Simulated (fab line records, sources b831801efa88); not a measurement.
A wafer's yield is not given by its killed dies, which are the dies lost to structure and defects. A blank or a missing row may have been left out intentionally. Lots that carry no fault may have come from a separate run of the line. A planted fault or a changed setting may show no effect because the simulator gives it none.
fab line records + flow sfqLine
[record]
- lots = 6
- wafers = 18
- lastDay = 82
route steps=325 shown M2@99 I2@103
lots that met no fault: taken from a fault-free run of the same line
startH: hours from the record's first day to the start of the lot's first wafer shown + waitH: how many hours have passed since the lot's step before this one + " identical to the entry in the row above + L1.1+2: a row that stands for several wafers + - no value, or no start was given + * or withheld: withheld + < > ~ a bound
route shown NAME@n: NAME is a module with steps in the file, n the number in the route of the first one + usual: the fault-free wafers' mean and standard deviation + same: alike in all rows + chamber/n: place in a boat + sites: readings site by site + _std_site: standard deviation across them + _edge_site: the outer-site mean with the inner-site mean subtracted + radiusMm: for every site, how far away it sits from the centre of the wafer + mask NAME#n: copy n + behind: the tool/chamber that last shaped the wafer + hold: cause of the lot's hold/its duration in hours/its outcome + device: the n, p or np transistor that did not switch + end of line: the route-end tests of the same wafers + for a step that has no rows: nothing shown but its recipe + killed: the dies lost at the first sort to structure and to defects; this is not the yield of the wafer + map: shows each die of a wafer: x if killed, . if not, _ if none is there
set.NAME: the run value of the setting; set.NAME@STEP: its run value at that earlier step + model.NAME: the simulator's own value behind a step, which no gauge read
lots seen at some steps along the route; tables by step, rows by wafer
services: from which hour (startH, from the record's first day; less than 0 if before it) a tool's chamber was out of use, for how many hours, and why
[[steps]]
[step SFQ_TRILAYER_M2_BARC_OPEN_METAL_ETCH_077]
[recipe]
- maskMaterial = PR
- chemistry = O2
- targetDepthNm = 125
- target = BARC
- icpW = 600
- biasW = 80
- pressureMtorr = 10
- timeS = 41.7
[usual]
- drypumpMotorCurrentA = 5.63/0.28
- oesProductAu = 0.685/0.0051
| lot.wafer | tool        | chamber | startH | waitH | drypumpMotorCurrentA | oesProductAu | rfHoursCounterH |
|-----------|-------------|---------|--------|-------|----------------------|--------------|-----------------|
| L132.1    | rieMetal-04 | 1       | 741.86 | 0.0   | 5.19                 | 0.689        | 94              |
| L132.2    | "           | 0       | "      | "     | 5.53                 | 0.681        | 81              |
| L132.4    | "           | 0       | "      | "     | 5.51                 | 0.685        | -               |
| L141.2    | rieMetal-01 | 0       | 824.72 | 0.0   | 5.33                 | 0.684        | 32              |
| L141.3    | "           | 0       | "      | "     | 5.35                 | 0.683        | -               |
| L141.4    | "           | 1       | "      | "     | 6.08                 | 0.679        | -               |
| L143.1    | rieMetal-02 | 0       | 846.32 | 0.0   | 5.63                 | 0.685        | 104             |
| L143.2    | "           | 1       | "      | "     | 5.89                 | 0.699        | 119             |
| L143.5    | "           | 0       | "      | "     | 5.63                 | 0.689        | -               |
| L144.4    | rieMetal-01 | 0       | 852.33 | 0.0   | 5.35                 | 0.693        | -               |
| L144.5    | "           | 0       | "      | "     | 5.36                 | 0.689        | -               |
| L144.6    | "           | 1       | "      | "     | 6.06                 | 0.689        | -               |
| L149.2    | rieMetal-01 | 0       | 931.88 | 0.0   | 5.34                 | 0.675        | 49              |
| L149.4    | "           | 0       | "      | "     | 5.33                 | 0.681        | -               |
| L149.6    | "           | 0       | "      | "     | 5.32                 | 0.685        | -               |
| L150.1    | rieMetal-04 | 0       | 933.08 | 0.0   | 5.49                 | 0.683        | 113             |
| L150.2    | "           | 1       | "      | "     | 5.19                 | 0.680        | 127             |
| L150.6    | "           | 1       | "      | "     | 5.19                 | 0.685        | -               |
[step SFQ_TRILAYER_M2_ETCH_METAL_ETCH_060]
[recipe]
- target = Nb
- stopOn = SiO2
- maskMaterial = PR
- chemistry = Cl2/Ar
- targetDepthNm = 240
- icpW = 600
- biasW = 80
- pressureMtorr = 10
- timeS = 120
[usual]
- drypumpMotorCurrentA = 5.63/0.28
- oesProductAu = 0.896/0.0079
| lot.wafer | tool        | chamber | startH | waitH | drypumpMotorCurrentA | oesProductAu | rfHoursCounterH |
|-----------|-------------|---------|--------|-------|----------------------|--------------|-----------------|
| L132.1    | rieMetal-04 | 1       | 741.92 | 0.0   | 5.20                 | 0.889        | 95              |
| L132.2    | "           | 0       | "      | "     | 5.52                 | 0.896        | 81              |
| L132.4    | "           | 0       | "      | "     | 5.50                 | 0.903        | -               |
| L141.2    | rieMetal-01 | 0       | 824.77 | 0.0   | 5.35                 | 0.893        | 32              |
| L141.3    | "           | 0       | "      | "     | 5.37                 | 0.905        | -               |
| L141.4    | "           | 1       | "      | "     | 6.06                 | 0.888        | -               |
| L143.1    | rieMetal-02 | 0       | 846.37 | 0.0   | 5.64                 | 0.909        | 104             |
| L143.2    | "           | 1       | "      | "     | 5.89                 | 0.906        | 119             |
| L143.5    | "           | 0       | "      | "     | 5.64                 | 0.889        | -               |
| L144.4    | rieMetal-01 | 0       | 852.42 | 0.1   | 5.32                 | 0.908        | -               |
| L144.5    | "           | 0       | "      | "     | 5.34                 | 0.895        | -               |
| L144.6    | "           | 1       | "      | "     | 6.09                 | 0.891        | -               |
| L149.2    | rieMetal-01 | 0       | 931.94 | 0.0   | 5.38                 | 0.897        | 49              |
| L149.4    | "           | 0       | "      | "     | 5.37                 | 0.888        | -               |
| L149.6    | "           | 0       | "      | "     | 5.37                 | 0.887        | -               |
| L150.1    | rieMetal-04 | 0       | 933.14 | 0.0   | 5.50                 | 0.903        | 113             |
| L150.2    | "           | 1       | "      | "     | 5.18                 | 0.886        | 127             |
| L150.6    | "           | 1       | "      | "     | 5.19                 | 0.895        | -               |
[step SFQ_TRILAYER_M2_STRIP_STRIP_061]
[recipe]
- gas = O2
- powerW = 200
- platenTempC = 40
- overashFraction = 0.65
- chemistry = O2
- pressureMtorr = 50
[usual]
- drypumpMotorCurrentA = 5.63/0.29
- oesProductAu = 0.996/0.018
| lot.wafer | tool        | chamber | startH | waitH | drypumpMotorCurrentA | oesProductAu | rfHoursCounterH |
|-----------|-------------|---------|--------|-------|----------------------|--------------|-----------------|
| L132.1    | rieMetal-04 | 1       | 742.05 | 0.1   | 5.17                 | 1.035        | 95              |
| L132.2    | "           | 0       | "      | "     | 5.53                 | 1.011        | 81              |
| L132.4    | "           | 0       | "      | "     | 5.51                 | 1.026        | -               |
| L141.2    | rieMetal-01 | 0       | 824.90 | 0.1   | 5.35                 | 0.981        | 33              |
| L141.3    | "           | 0       | "      | "     | 5.35                 | 0.979        | -               |
| L141.4    | "           | 1       | "      | "     | 6.09                 | 0.998        | -               |
| L143.1    | rieMetal-02 | 0       | 846.50 | 0.1   | 5.66                 | 1.004        | 104             |
| L143.2    | "           | 1       | "      | "     | 5.90                 | 0.976        | 119             |
| L143.5    | "           | 0       | "      | "     | 5.66                 | 1.003        | -               |
| L144.4    | rieMetal-01 | 0       | 852.70 | 0.2   | 5.31                 | 0.977        | -               |
| L144.5    | "           | 0       | "      | "     | 5.35                 | 0.971        | -               |
| L144.6    | "           | 1       | "      | "     | 6.10                 | 0.991        | -               |
| L149.2    | rieMetal-01 | 0       | 932.06 | 0.1   | 5.34                 | 0.969        | 49              |
| L149.4    | "           | 0       | "      | "     | 5.34                 | 0.973        | -               |
| L149.6    | "           | 0       | "      | "     | 5.34                 | 0.967        | -               |
| L150.1    | rieMetal-04 | 0       | 933.26 | 0.1   | 5.50                 | 0.994        | 113             |
| L150.2    | "           | 1       | "      | "     | 5.20                 | 1.019        | 127             |
| L150.6    | "           | 1       | "      | "     | 5.21                 | 1.026        | -               |
[step SFQ_TRILAYER_M2_STRIP_SOLV_CLEAN_062]
[recipe]
- chemistry = NMP
- tempC = 70
- timeS = 600
[step SFQ_TRILAYER_I2_DEP_PECVD_063]
[recipe]
- material = SiO2
- tempC = 150
- timeS = 111.11
- pressureTorr = 2.4
- rfW = 183.3
- precursor = SiH4/N2O
- targetThkNm = 500
[usual]
- heaterPowerW = 88/14
- throttleValvePct = 24.6/1.2
| lot.wafer | tool     | chamber | startH | waitH | heaterPowerW | throttleValvePct |
|-----------|----------|---------|--------|-------|--------------|------------------|
| L132.1    | pecvd-04 | 2       | 742.82 | 0.0   | 99           | 24.7             |
| L132.2    | "        | 0       | "      | "     | 108          | 25.4             |
| L132.4    | "        | 0       | "      | "     | 109          | 25.3             |
| L141.2    | pecvd-03 | 1       | 825.67 | 0.0   | 76           | 26.2             |
| L141.3    | "        | 0       | "      | "     | 105          | 23.9             |
| L141.4    | "        | 0       | "      | "     | 107          | 24.1             |
| L143.1    | pecvd-02 | 1       | 847.27 | 0.0   | 74           | 22.5             |
| L143.2    | "        | 2       | "      | "     | 77           | 25.7             |
| L143.5    | "        | 1       | "      | "     | 75           | 22.7             |
| L144.4    | pecvd-03 | 2       | 853.49 | 0.0   | 81           | 22.8             |
| L144.5    | "        | 1       | "      | "     | 71           | 26.7             |
| L144.6    | "        | 0       | "      | "     | 110          | 24.0             |
| L149.2    | pecvd-02 | 2       | 932.84 | 0.0   | 82           | 25.8             |
| L149.4    | "        | 2       | "      | "     | 66           | 25.6             |
| L149.6    | "        | 0       | "      | "     | 79           | 25.2             |
| L150.1    | pecvd-03 | 1       | 934.04 | 0.0   | 69           | 26.5             |
| L150.2    | "        | 0       | "      | "     | 101          | 24.5             |
| L150.6    | "        | 1       | "      | "     | 71           | 26.9             |
[step SFQ_TRILAYER_I2_CMP_CMP_064]
[recipe]
- material = SiO2
- downForcePsi = 3
- platenRpm = 60
- padVelocityMS = 0.94248
[step SFQ_I2_BOW_MEAS_917]
[recipe]
- mode = bow
[usual]
- I2_BOW = 3/8.8
| lot.wafer | tool         | chamber | startH | waitH | I2_BOW[um] |
|-----------|--------------|---------|--------|-------|------------|
| L132.1    | filmMetro-01 | -       | 746.68 | 2.5   | 3          |
| L132.2    | "            | -       | "      | "     | 10         |
| L132.4    | "            | -       | "      | "     | 6          |
| L141.2    | filmMetro-03 | -       | 843.61 | 2.0   | 1          |
| L141.3    | "            | -       | "      | "     | 5          |
| L141.4    | "            | -       | "      | "     | -7         |
| L143.1    | filmMetro-01 | -       | 864.59 | 1.0   | 9          |
| L143.2    | "            | -       | "      | "     | 1          |
| L143.5    | "            | -       | "      | "     | 18         |
| L144.4    | filmMetro-03 | -       | 872.94 | 2.6   | -5         |
| L144.5    | "            | -       | "      | "     | 5          |
| L144.6    | "            | -       | "      | "     | 6          |
| L149.2    | filmMetro-04 | -       | 955.01 | 2.0   | 1          |
| L149.4    | "            | -       | "      | "     | -3         |
| L149.6    | "            | -       | "      | "     | 8          |
| L150.1    | filmMetro-03 | -       | 957.99 | 2.0   | 12         |
| L150.2    | "            | -       | "      | "     | 14         |
| L150.6    | "            | -       | "      | "     | -4         |
[step SFQ_TRILAYER_I2_METRO_MEASURE_065]
[step SFQ_TRILAYER_I2_VIA_LITHO_COAT_072]
[recipe]
- resist = BARC
- spinRpm = 3000
- resistThkNm = 62
[step SFQ_TRILAYER_I2_VIA_LITHO_COAT_067]
[recipe]
- resist = KrF
- spinRpm = 3000
- resistThkNm = 650
[step SFQ_TRILAYER_I2_VIA_LITHO_SOFTBAKE_071]
[recipe]
- tempC = withheld
- timeS = withheld
- resist = KrF
[step SFQ_TRILAYER_I2_VIA_LITHO_EXPOSE_068]
[recipe]
- maskId = I2
- na = 0.6
- sourceShape = conventional
- sigmaOuter = 0.65
- targetCdNm = 500
- doseMj = 21.3
[step SFQ_TRILAYER_I2_VIA_LITHO_PEB_070]
[recipe]
- pebTempC = 115
- pebTimeS = 60
- resist = KrF
[usual]
- heaterPowerTotalW = 79.15/0.071
- plateTempC = 114.98/0.12
| lot.wafer | tool          | chamber | startH  | waitH | heaterPowerTotalW | plateTempC |
|-----------|---------------|---------|---------|-------|-------------------|------------|
| L132.1    | lithoTrack-02 | 0       | 749.95  | 1.0   | 79.12             | 114.95     |
| L132.2    | "             | 0       | "       | "     | 79.04             | 114.99     |
| L132.4    | "             | 0       | "       | "     | 79.19             | 114.95     |
| L141.2    | lithoTrack-01 | 0       | 971.10  | 0.8   | 79.11             | 114.73     |
| L141.3    | "             | 0       | "       | "     | 79.11             | 114.82     |
| L141.4    | "             | 0       | "       | "     | 79.17             | 114.87     |
| L143.1    | lithoTrack-01 | 0       | 992.67  | 1.0   | 77.90             | 113.48     |
| L143.2    | "             | 0       | "       | "     | 77.81             | 113.47     |
| L143.5    | "             | 0       | "       | "     | 77.91             | 113.52     |
| L144.4    | lithoTrack-01 | 0       | 1002.35 | 0.5   | 77.87             | 113.58     |
| L144.5    | "             | 0       | "       | "     | 77.89             | 113.76     |
| L144.6    | "             | 0       | "       | "     | 77.98             | 113.41     |
| L149.2    | lithoTrack-01 | 0       | 1087.50 | 0.8   | 79.15             | 114.96     |
| L149.4    | "             | 0       | "       | "     | 79.18             | 114.96     |
| L149.6    | "             | 0       | "       | "     | 79.25             | 115.14     |
| L150.1    | lithoTrack-01 | 0       | 1091.07 | 1.0   | 79.13             | 115.17     |
| L150.2    | "             | 0       | "       | "     | 79.22             | 115.00     |
| L150.6    | "             | 0       | "       | "     | 79.15             | 115.12     |
[step SFQ_TRILAYER_I2_VIA_LITHO_DEVELOP_069]
[recipe]
- timeS = 60
- resist = KrF
[step SFQ_I2_OVL_MEAS_918]
[usual]
- I2_OVL = -4/6.5
| lot.wafer | tool       | chamber | startH  | waitH | I2_OVL[nm] |
|-----------|------------|---------|---------|-------|------------|
| L132.1    | overlay-01 | -       | 750.25  | 0.1   | -12        |
| L132.2    | "          | -       | "       | "     | -8         |
| L132.4    | "          | -       | "       | "     | -5         |
| L141.2    | overlay-01 | -       | 971.38  | 0.1   | -9         |
| L141.3    | "          | -       | "       | "     | -4         |
| L141.4    | "          | -       | "       | "     | -7         |
| L143.1    | overlay-02 | -       | 992.97  | 0.1   | -13        |
| L143.2    | "          | -       | "       | "     | -7         |
| L143.5    | "          | -       | "       | "     | -12        |
| L144.4    | overlay-01 | -       | 1002.59 | 0.1   | -3         |
| L144.5    | "          | -       | "       | "     | -7         |
| L144.6    | "          | -       | "       | "     | -6         |
| L149.2    | overlay-02 | -       | 1087.78 | 0.1   | 6          |
| L149.4    | "          | -       | "       | "     | 5          |
| L149.6    | "          | -       | "       | "     | 0          |
| L150.1    | overlay-01 | -       | 1091.37 | 0.1   | 6          |
| L150.2    | "          | -       | "       | "     | 4          |
| L150.6    | "          | -       | "       | "     | 6          |
[step SFQ_TRILAYER_I2_VIA_BARC_OPEN_VIA_ETCH_096]
[recipe]
- maskMaterial = PR
- chemistry = O2
- targetDepthNm = 125
- target = BARC
- sourceW = 500
- biasW = 80
- pressureMtorr = 30
- timeS = 41.7
[usual]
- drypumpMotorCurrentA = 5.8/0.43
- oesProductAu = 0.686/0.0047
| lot.wafer | tool       | chamber | startH  | waitH | drypumpMotorCurrentA | oesProductAu | rfHoursCounterH | model.I2.cdNm |
|-----------|------------|---------|---------|-------|----------------------|--------------|-----------------|---------------|
| L132.1    | rieDiel-01 | 1       | 750.29  | 0.0   | 5.4                  | 0.683        | 0               | 497.9         |
| L132.2    | "          | 3       | "       | "     | 5.9                  | 0.679        | 27              | 497           |
| L132.4    | "          | 2       | "       | "     | 6.1                  | 0.685        | 4               | 498.5         |
| L141.2    | rieDiel-01 | 2       | 971.41  | 0.0   | 6.0                  | 0.684        | 7               | 499           |
| L141.3    | "          | 0       | "       | "     | 6.0                  | 0.681        | 7               | 504.4         |
| L141.4    | "          | 3       | "       | "     | 5.9                  | 0.683        | 1               | 500.3         |
| L143.1    | rieDiel-03 | 0       | 993.01  | 0.0   | 5.3                  | 0.683        | 11              | 472.9         |
| L143.2    | "          | 3       | "       | "     | 5.2                  | 0.679        | 6               | 472.6         |
| L143.5    | "          | 2       | "       | "     | 5.7                  | 0.684        | -               | 474.5         |
| L144.4    | rieDiel-01 | 2       | 1002.61 | 0.0   | 6.1                  | 0.688        | 7               | 474.5         |
| L144.5    | "          | 2       | "       | "     | 6.1                  | 0.683        | -               | 474.7         |
| L144.6    | "          | 3       | "       | "     | 5.9                  | 0.690        | -               | 472.9         |
| L149.2    | rieDiel-01 | 1       | 1087.81 | 0.0   | 5.4                  | 0.682        | 5               | 498.6         |
| L149.4    | "          | 0       | "       | "     | 6.0                  | 0.688        | 9               | 500.1         |
| L149.6    | "          | 1       | "       | "     | 5.4                  | 0.682        | -               | 499.3         |
| L150.1    | rieDiel-02 | 1       | 1091.41 | 0.0   | 5.1                  | 0.686        | 5               | 497.9         |
| L150.2    | "          | 3       | "       | "     | 6.0                  | 0.684        | 0               | 498           |
| L150.6    | "          | 1       | "       | "     | 5.1                  | 0.686        | -               | 497.3         |
[step SFQ_TRILAYER_I2_VIA_ETCH_VIA_ETCH_070]
[recipe]
- target = SiO2
- stopOn = Nb
- maskMaterial = PR
- taperDeg = 20
- chemistry = CHF3
- targetDepthNm = 260
- sourceW = 500
- biasW = 80
- pressureMtorr = 30
- timeS = withheld
[usual]
- drypumpMotorCurrentA = 5.8/0.43
- oesProductAu = 0.854/0.0052
| lot.wafer | tool       | chamber | startH  | waitH | drypumpMotorCurrentA | oesProductAu | model.I2.cdNm |
|-----------|------------|---------|---------|-------|----------------------|--------------|---------------|
| L132.1    | rieDiel-01 | 1       | 750.33  | 0.0   | 5.4                  | 0.850        | 497.6         |
| L132.2    | "          | 3       | "       | "     | 5.9                  | 0.851        | 494.1         |
| L132.4    | "          | 2       | "       | "     | 6.0                  | 0.852        | 497.1         |
| L141.2    | rieDiel-01 | 2       | 971.45  | 0.0   | 6.1                  | 0.854        | 497.9         |
| L141.3    | "          | 0       | "       | "     | 6.0                  | 0.852        | 506.2         |
| L141.4    | "          | 3       | "       | "     | 5.9                  | 0.854        | 498.9         |
| L143.1    | rieDiel-03 | 0       | 993.05  | 0.0   | 5.3                  | 0.862        | 471.7         |
| L143.2    | "          | 3       | "       | "     | 5.2                  | 0.849        | 473           |
| L143.5    | "          | 2       | "       | "     | 5.7                  | 0.857        | 468.9         |
| L144.4    | rieDiel-01 | 2       | 1002.65 | 0.0   | 6.0                  | 0.853        | 471.2         |
| L144.5    | "          | 2       | "       | "     | 6.1                  | 0.860        | 471.4         |
| L144.6    | "          | 3       | "       | "     | 5.9                  | 0.848        | 469.9         |
| L149.2    | rieDiel-01 | 1       | 1087.85 | 0.0   | 5.4                  | 0.856        | 498.4         |
| L149.4    | "          | 0       | "       | "     | 6.0                  | 0.850        | 501.5         |
| L149.6    | "          | 1       | "       | "     | 5.4                  | 0.851        | 497.6         |
| L150.1    | rieDiel-02 | 1       | 1091.45 | 0.0   | 5.1                  | 0.847        | 499.2         |
| L150.2    | "          | 3       | "       | "     | 6.0                  | 0.853        | 501.9         |
| L150.6    | "          | 1       | "       | "     | 5.1                  | 0.860        | 497.7         |
[step SFQ_TRILAYER_I2_VIA_STRIP_STRIP_071]
[recipe]
- gas = O2
- powerW = 200
- platenTempC = 40
- overashFraction = 0.65
- chemistry = O2
- pressureMtorr = 50
[usual]
- drypumpMotorCurrentA = 5.5/0.36
- oesProductAu = 0.993/0.014
| lot.wafer | tool        | chamber | startH  | waitH | drypumpMotorCurrentA | oesProductAu | rfHoursCounterH |
|-----------|-------------|---------|---------|-------|----------------------|--------------|-----------------|
| L132.1    | rieMetal-03 | 0       | 750.44  | -     | 5.0                  | 1.011        | 77              |
| L132.2    | "           | 1       | "       | "     | 5.7                  | 0.993        | 66              |
| L132.4    | "           | 0       | "       | "     | 5.0                  | 1.010        | -               |
| L141.2    | rieMetal-03 | 0       | 971.56  | -     | 5.0                  | 1.001        | 107             |
| L141.3    | "           | 0       | "       | "     | 5.0                  | 0.998        | -               |
| L141.4    | "           | 1       | "       | "     | 5.7                  | 0.988        | -               |
| L143.1    | rieMetal-01 | 0       | 993.16  | -     | 5.3                  | 0.995        | 56              |
| L143.2    | "           | 1       | "       | "     | 6.1                  | 0.994        | 99              |
| L143.5    | "           | 0       | "       | "     | 5.3                  | 0.985        | -               |
| L144.4    | rieMetal-01 | 1       | 1002.96 | -     | 6.1                  | 0.987        | -               |
| L144.5    | "           | 0       | "       | "     | 5.3                  | 0.982        | -               |
| L144.6    | "           | 1       | "       | "     | 6.1                  | 0.991        | -               |
| L149.2    | rieMetal-03 | 0       | 1087.96 | -     | 5.0                  | 1.002        | 122             |
| L149.4    | "           | 0       | "       | "     | 5.0                  | 1.004        | -               |
| L149.6    | "           | 0       | "       | "     | 5.0                  | 1.002        | -               |
| L150.1    | rieMetal-04 | 0       | 1091.56 | -     | 5.5                  | 0.993        | 131             |
| L150.2    | "           | 0       | "       | "     | 5.5                  | 0.994        | -               |
| L150.6    | "           | 0       | "       | "     | 5.5                  | 0.989        | -               |
[[services]]
| tool        | chamber | startH  | hours | kind   |
|-------------|---------|---------|-------|--------|
| rieDiel-02  | 2       | 724.10  | 4.6   | repair |
| pecvd-03    | -       | 732.68  | 0.7   | repair |
| rieDiel-03  | -       | 746.35  | 0.8   | repair |
| rieDiel-01  | 1       | 756.14  | 7.2   | repair |
| rieDiel-01  | 1       | 763.43  | 4.1   | repair |
| rieMetal-03 | -       | 771.94  | 0.1   | repair |
| rieDiel-01  | 1       | 783.36  | 9.6   | repair |
| rieMetal-04 | 0       | 813.21  | 3.3   | repair |
| pecvd-03    | -       | 821.14  | 0.5   | repair |
| rieDiel-01  | 2       | 823.17  | 15.1  | repair |
| rieMetal-04 | -       | 832.00  | 0.2   | repair |
| rieMetal-03 | -       | 837.71  | 2.8   | pm     |
| rieMetal-04 | -       | 858.27  | 1.4   | pm     |
| pecvd-03    | -       | 909.45  | 1.0   | repair |
| rieMetal-02 | 0       | 928.80  | 2.4   | repair |
| rieMetal-03 | -       | 936.65  | 15.6  | pm     |
| rieMetal-04 | -       | 941.73  | 2.8   | pm     |
| pecvd-03    | -       | 948.08  | 1.7   | repair |
| rieMetal-01 | 0       | 966.56  | 5.8   | repair |
| pecvd-03    | -       | 991.37  | 2.0   | repair |
| rieMetal-04 | 0       | 996.50  | 8.0   | repair |
| pecvd-03    | -       | 1004.08 | 2.8   | pm     |
| rieMetal-04 | -       | 1043.01 | 0.2   | repair |
| rieDiel-01  | 1       | 1061.15 | 2.4   | repair |
[[key]]
[firstSign]
- step = SFQ_TRILAYER_I2_VIA_LITHO_PEB_070
- reading = heaterPowerTotalW
- direction = down
- sigmas = 18
- usual = 79.15
- struck = 77.89
[effect]
- step = SFQ_TRILAYER_I2_VIA_LITHO_PEB_070
- reading = plateTempC
- direction = down
- sigmas = 12
- usual = *
- struck = *
[modelEffect]
- step = SFQ_TRILAYER_I2_VIA_BARC_OPEN_VIA_ETCH_096
- value = I2.cdNm
- without = 499.7
- struck = 473.7
[modelEffect]
- step = SFQ_TRILAYER_I2_VIA_ETCH_VIA_ETCH_070
- value = I2.cdNm
- without = 497
- struck = 471
metAt SFQ_TRILAYER_I2_VIA_LITHO_PEB_070
struckWafers L143.1,L143.2,L143.5,L144.4,L144.5,L144.6
onsetBetween 971.10 992.67
[fault]
- kind = processParameterDrift
- tool = lithoTrack-01
- chamber = -
- onsetH = 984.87
- steps = SFQ_TRILAYER_I2_VIA_LITHO_PEB_070
- channel = pebTempC
- offset = *
- shape = step
- endH = 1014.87
- actsIn = *
- stated = *
